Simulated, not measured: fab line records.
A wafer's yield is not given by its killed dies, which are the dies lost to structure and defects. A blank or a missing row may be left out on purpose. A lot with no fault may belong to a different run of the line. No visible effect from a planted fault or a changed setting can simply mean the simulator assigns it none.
Matching of chambers | flow sky130 | hdpcvd-01 running SKY_CONTACT_HDPCVD_02: 3 sister chambers
The step deposits SiO2, target thk 565 nm, time 94.2 s. 5 wafers are shown with their chamber, then 7 later ones without.

WAFERS, EACH WITH ITS CHAMBER
wafer  | chamber | run length s (s) | pressure mtorr (mTorr)
L108.6 | 1       | 121.8            | 5.991
L111.1 | 2       | 121.4            | 5.999
L111.3 | 1       | 121.7            | 5.987
L112.3 | 0       | 121.6            | 6.010
L113.2 | 0       | 121.4            | 6.017

WAFERS WITH NO CHAMBER GIVEN
wafer  | run length s (s) | pressure mtorr (mTorr)
L113.3 | 121.0            | 5.997
L122.4 | 121.1            | 6.006
L122.5 | 121.6            | 5.989
L122.6 | 121.8            | 5.995
L123.1 | 122.0            | 5.998
L123.3 | 121.4            | 6.003
L123.4 | 121.7            | 6.027

CHAMBER TAKEN BY EACH
wafer  | from the rows above     | in truth
L113.3 | 2                       | 2
L122.4 | can't be placed: 2 or 0 | 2
L122.5 | can't be placed: 1 or 2 | 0
L122.6 | 1                       | 1
L123.1 | 1                       | 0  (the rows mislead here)
L123.3 | can't be placed: 2 or 0 | 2
L123.4 | 0                       | 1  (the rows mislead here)
Placed correctly: 2 of 7. Unplaceable from these rows: 3, with the true chamber sitting among the candidates in 2. Wrongly placed: 2.
How it was worked out, from the rows above alone: a wafer's distance from a chamber is the root of the sum, over the readings, of the square of ((its reading less the chamber's mean) divided by the reading's scatter). If the next closest chamber is less than 2 further off than the closest, the wafer can't be placed; otherwise it belongs to the closest. For every chamber, the mean is computed from those of its wafers that are shown. The scatter: the root of (the sum of the squares of (reading less its chamber's mean) over the shown wafers, divided by (wafers less chambers)).
